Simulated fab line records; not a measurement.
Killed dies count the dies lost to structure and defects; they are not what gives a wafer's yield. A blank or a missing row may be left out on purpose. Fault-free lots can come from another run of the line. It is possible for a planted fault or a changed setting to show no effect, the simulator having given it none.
Which tool was responsible? ; flow gf180mcu ; 13 lots, 39 wafers sampled, at 4 steps of a route of 602

== WHAT THE GAUGES READ, wafer by wafer ==
GF_VT_IMPLANT_RS_MEAS_46: the measuring method here is four-point-probe.
lot;measured;on;MVSD_RS (ohm/sq)
L412;day 7 09:33;film-metro-02;455.5 455.4 455.8
L413;day 7 15:47;film-metro-03;453.9 455.2 456.3
L415;day 8 05:16;film-metro-02;457.8 459.2 457.7
L416;day 8 13:10;film-metro-04;457.6 457.4 457.4
L419;day 9 07:47;film-metro-03;456.0 456.3 457.1
L422;day 10 02:59;film-metro-04;457.3 457.6 457.6
L423;day 10 11:07;film-metro-02;480.3 480.0 478.1
L424;day 10 18:11;film-metro-03;455.3 454.5 455.1
L425;day 11 01:31;film-metro-04;475.2 474.7 476.1
L430;day 13 03:06;film-metro-02;454.7 456.0 454.9
L431;day 13 17:12;film-metro-04;456.9 457.1 457.8
L434;day 14 04:25;film-metro-04;455.1 454.8 454.4
L433;day 14 04:44;film-metro-02;458.0 455.7 456.6

GF_HV_LDD_CD_MEAS_07: target cd 400 nm.
lot;measured;on;cd-nm (nm)
L412;day 9 21:38;cd-sem-01;399.2 398.0 395.8
L413;day 10 04:17;cd-sem-02;401.7 401.5 401.2
L415;day 10 21:01;cd-sem-02;398.9 398.1 398.1
L416;day 11 06:17;cd-sem-01;395.5 397.5 399.2
L419;day 11 20:11;cd-sem-01;398.8 396.1 397.2
L422;day 12 17:32;cd-sem-02;399.3 395.9 399.2
L423;day 13 01:52;cd-sem-02;405.4 406.7 404.6
L424;day 13 18:11;cd-sem-02;404.5 404.3 406.0
L425;day 13 19:08;cd-sem-01;396.9 398.6 396.1
L430;day 16 05:10;cd-sem-02;402.4 401.7 401.0
L431;day 16 19:44;cd-sem-01;395.3 394.1 395.8
L434;day 17 12:19;cd-sem-01;402.4 402.0 401.8
L433;day 17 13:09;cd-sem-01;399.9 398.7 399.5

GF_HV_LDD_OVL_MEAS_08.
lot;measured;on;HV_LDD_OVL (nm)
L412;day 9 21:45;overlay-02;3.0 0.4 0.2
L413;day 10 04:25;overlay-02;2.3 1.1 1.3
L415;day 10 21:07;overlay-01;-1.3 1.5 0.0
L416;day 11 06:24;overlay-02;0.3 -0.4 0.8
L419;day 11 20:19;overlay-01;-0.1 2.6 1.4
L422;day 12 17:37;overlay-01;2.0 2.0 1.7
L423;day 13 01:57;overlay-02;-0.3 1.1 -0.6
L424;day 13 18:19;overlay-01;1.8 2.0 1.0
L425;day 13 19:13;overlay-02;1.7 0.8 1.3
L430;day 16 05:16;overlay-01;-1.0 1.4 -0.4
L431;day 16 19:50;overlay-01;-1.2 0.7 0.9
L434;day 17 12:26;overlay-02;0.7 -0.1 1.8
L433;day 17 13:16;overlay-02;1.1 0.5 1.4

== TOOL THAT RAN EACH LOT (tool first, then ch and the chambers of the sampled wafers, then the start) ==
lot;GF_MVSD_IMPLANT_08
L412;implanter-02 ch 0, day 4 10:38
L413;implanter-04 ch 0, day 4 17:11
L415;implanter-04 ch 0, day 5 02:58
L416;implanter-04 ch 0, day 5 11:04
L419;implanter-02 ch 0, day 6 02:52
L422;implanter-02 ch 0, day 6 18:47
L423;implanter-04 ch 0, day 6 23:04
L424;implanter-02 ch 0, day 7 04:49
L425;implanter-04 ch 0, day 7 11:37
L430;implanter-03 ch 0, day 9 04:38
L431;implanter-03 ch 0, day 9 16:14
L434;implanter-02 ch 0, day 10 03:04
L433;implanter-04 ch 0, day 10 03:26
- GF_MVSD_IMPLANT_08

== WHAT THE TOOLS THEMSELVES READ (means of the sampled wafers that have a number; where no wafer has one, the mark that the record gives instead) ==
GF_MVSD_IMPLANT_08.
lot;tool;dose-ions-cm2;faraday-current-uA;tilt-deg (degrees)
L412;implanter-02;1.6e+13;90.6;0.037
L413;implanter-04;1.6e+13;88.1;-0.005
L415;implanter-04;1.6e+13;91.2;-0.010
L416;implanter-04;1.6e+13;91.4;-0.022
L419;implanter-02;1.6e+13;89.4;-0.005
L422;implanter-02;1.6e+13;90.5;-0.000
L423;implanter-04;1.5e+13;83.5;0.011
L424;implanter-02;1.6e+13;90.4;-0.004
L425;implanter-04;1.5e+13;81.0;-0.005
L430;implanter-03;1.6e+13;89.4;-0.013
L431;implanter-03;1.6e+13;90.6;0.002
L434;implanter-02;1.6e+13;90.4;-0.007
L433;implanter-04;1.6e+13;89.6;0.005

== THE ANSWER, worked out from the rows above alone ==
Rule: usual is defined by the lots themselves. Put in order of their means at a reading, lots are off if they are a third of the lots or fewer, leave a main group of 4 or more, and stand apart from it by a gap of 3 or more times the standard deviation of the main group's means; of several such gaps the widest counts. If all means in a main group match to the digits the tables above print for the reading, that group is not used. Also off: a lot with no number at a reading for which 4 or more lots have one. Any other lot the step has rows for is counted as sound. The gauges are gone through in route order, then the tools' own readings, and for those a lot's mean is taken as printed above. At the first step where some lot is off, the reading lying furthest off is the one used; lots without a number count as furthest.
Off: L423, L425, at GF_VT_IMPLANT_RS_MEAS_46 (MVSD_RS). For the main group the mean is 456.3 ohm/sq and the standard deviation 1.2.
If a tool, at a process step before that reading, ran all the lots that are off and no sound lot after the first of them, it fits. The gauges at GF_VT_IMPLANT_RS_MEAS_46 aren't tried: what is off there is off at GF_MVSD_IMPLANT_08 too, on other tools, and a gauge's error can't cause that. Of those tried, none fits.

== WHAT THE SIMULATOR HAD INSERTED ==
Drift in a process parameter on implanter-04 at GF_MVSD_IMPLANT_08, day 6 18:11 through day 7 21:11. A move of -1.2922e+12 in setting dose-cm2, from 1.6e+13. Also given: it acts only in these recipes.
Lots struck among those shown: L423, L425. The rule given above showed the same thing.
